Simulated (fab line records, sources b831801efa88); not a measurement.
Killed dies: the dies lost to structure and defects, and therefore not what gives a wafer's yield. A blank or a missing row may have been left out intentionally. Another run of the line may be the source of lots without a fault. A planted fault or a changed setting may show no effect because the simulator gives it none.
Struck lot and sound lot, side by side / flow gf180mcu / 15 steps out of a route of 602
Sound: the wafers L826.1, L826.2, L826.6. Wafers L828.1, L828.3, L828.4 were the ones struck. The cause is given at the end.
Per side, at each step with rows, come the tool, then ch with its chambers, and then its first start. Under that, the readings that differ: sound wafers / struck wafers / difference of the means / sigmas: that difference in standard deviations of wafers without a fault.
alike: same words and numbers on both sides, and readings whose means sit less than 2 such deviations apart. not compared: any withheld reading, any reading some wafer has no value for, any bound like >300 that may hide the same value, and any number with overlapping values for which the record gives no deviation.
A row with sigmas, a row that says differs or no value, or rows on one side alone: a step with any of these is where the two part. Non-overlapping numbers with no deviation appear without sigmas and do not part them. A reading missing from all wafers of one side parts the sides only when that side holds two or more wafers.

first, 5 steps without rows for these wafers: GF_SAB_COAT_04 (resist thk 1000 nm); GF_SAB_SOFTBAKE_05 (time 60 s); GF_SAB_EXPOSE_06 (exposes mask SAB, target cd 420 nm); GF_SAB_PEB_07; GF_SAB_DEVELOP_08 (develop time 62.17 s).
GF_SAB_CD_MEAS_09 targets a cd of 420 nm.
  sound on cd_sem-01 at day 18 03:26; struck on cd_sem-02 at day 19 10:05
reading=cd_nm (nm); sound=420.6 420.8 424.0; struck=417.6 416.9 413.1; difference=-5.9; sigmas=-3
GF_SAB_OVL_MEAS_10:
  sound on overlay-01 at day 18 03:34; struck on overlay-02 at day 19 10:12
reading=SAB_OVL (nm); sound=-1.3 -2.6 -1.8; struck=2.3 0.3 0.2; difference=+2.8; sigmas=+2
GF_SAB_ETCH_11: etches SiO2 in C4F8/O2/Ar, target depth 55 nm, time 8.5 s.
  sound on rie_diel-03 ch 1,2,3, day 18 03:36; struck on rie_diel-02 ch 0,1,2, day 19 10:14
  alike: oes_product_au
  not compared: rf_hours_counter_h
then, 1 step without rows for these wafers: GF_SAB_WET_ETCH_12 (etches SiO2 in dHF, target depth 22 nm, time 440 s).
GF_SAB_STRIP_13: strips in O2/N2.
  sound on plasma_asher-02 ch 0,1, day 18 03:45; struck on plasma_asher-02 ch 0,1, day 19 10:23
  alike: drypump_motor_current_A, heater_power_w, oes_product_au, strip_time_to_endpoint_s
  not compared: rf_hours_counter_h
then, 2 steps without rows for these wafers: GF_SALICIDE_CLEAN_00 (cleans in SC1/SC2, time 150 s); GF_SALICIDE_WET_ETCH_01 (etches SiO2 in dHF, target depth 5 nm, time 104.5 s).
GF_SALICIDE_SPUTTER_02: material Co, target thk 10 nm, time 20 s.
  sound on pvd_sputter-01 at day 18 03:56; struck on pvd_sputter-01 at day 19 10:35
  alike: throttle_valve_pct
  not compared: model.Co_of_SALICIDE_SPUTTER_02.thk_nm
GF_SALICIDE_SPUTTER_03: material TiN, target thk 20 nm, time 16.7 s.
  sound on pvd_sputter-01 at day 18 03:58; struck on pvd_sputter-01 at day 19 10:37
  alike: throttle_valve_pct
GF_PASSIVATION_PROBE_99:
  the record holds rows for the sound wafers here (prober-02, day 31 11:42) but none for the struck ones

WHERE THEY PART
At GF_SAB_CD_MEAS_09 first; at GF_PASSIVATION_PROBE_99 last (within this record only).

WHY: what the simulator had put in
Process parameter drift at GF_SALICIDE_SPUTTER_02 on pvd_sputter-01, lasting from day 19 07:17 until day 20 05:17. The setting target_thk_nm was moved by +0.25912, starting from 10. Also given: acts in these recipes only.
